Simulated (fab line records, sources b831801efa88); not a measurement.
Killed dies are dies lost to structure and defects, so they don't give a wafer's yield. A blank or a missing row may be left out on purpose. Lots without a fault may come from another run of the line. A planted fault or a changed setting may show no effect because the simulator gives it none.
Which tool did it? | flow gf180mcu | 6 lots, 18 wafers sampled, at 2 steps of a route of 602

WHAT THE GAUGES READ, wafer by wafer
GF_HV_LDD_RS_MEAS_53: measures by four-point-probe.
lot  | measured     | on            | HV_LDD_RS (ohm/sq)
L564 | day 13 12:20 | film_metro-04 | 419.0 418.4 418.1
L567 | day 15 01:53 | film_metro-01 | 417.0 417.3 418.6
L570 | day 16 12:49 | film_metro-03 | 418.9 418.9 419.7
L571 | day 16 22:05 | film_metro-04 | 417.5 418.1 417.6
L573 | day 17 02:38 | film_metro-04 | 417.4 418.3 417.9
L578 | day 18 10:44 | film_metro-03 | 398.8 398.7 399.5

WHICH TOOL RAN EACH LOT (tool, then ch and the chambers of the sampled wafers, then the start)
lot  | GF_HV_LDD_IMPLANT_09
L564 | implanter-03 ch 0, day 11 01:50
L567 | implanter-02 ch 0, day 12 11:47
L570 | implanter-01 ch 0, day 13 18:51
L571 | implanter-02 ch 0, day 14 02:33
L573 | implanter-02 ch 0, day 14 08:00
L578 | implanter-02 ch 0, day 15 14:20
- GF_HV_LDD_IMPLANT_09

THE ANSWER, worked out from the rows above alone
Rule: what is usual is taken from the lots themselves. Put in order of their means at a reading, lots are off if they are a third of the lots or fewer, leave a main group of 4 or more, and stand apart from it by a gap of 3 or more times the standard deviation of the main group's means; of several such gaps the widest counts. A main group whose means are all the same, to the digits that the tables above print for the reading, isn't used. A lot without any number at a reading at which 4 lots or more have one is off too. The other lots that the step has rows for count as sound.
Off: L578, at GF_HV_LDD_RS_MEAS_53 (HV_LDD_RS). The main group: mean 418.2 ohm/sq, standard deviation 0.58.
A tool fits if, at a process step before that reading, it ran every lot that is off, and no sound lot after the first of them. The gauges at GF_HV_LDD_RS_MEAS_53 are tried like those tools. Can't be told from this: 2 tools fit, implanter-02 at GF_HV_LDD_IMPLANT_09, film_metro-03 at GF_HV_LDD_RS_MEAS_53.

WHAT THE SIMULATOR HAD PUT IN
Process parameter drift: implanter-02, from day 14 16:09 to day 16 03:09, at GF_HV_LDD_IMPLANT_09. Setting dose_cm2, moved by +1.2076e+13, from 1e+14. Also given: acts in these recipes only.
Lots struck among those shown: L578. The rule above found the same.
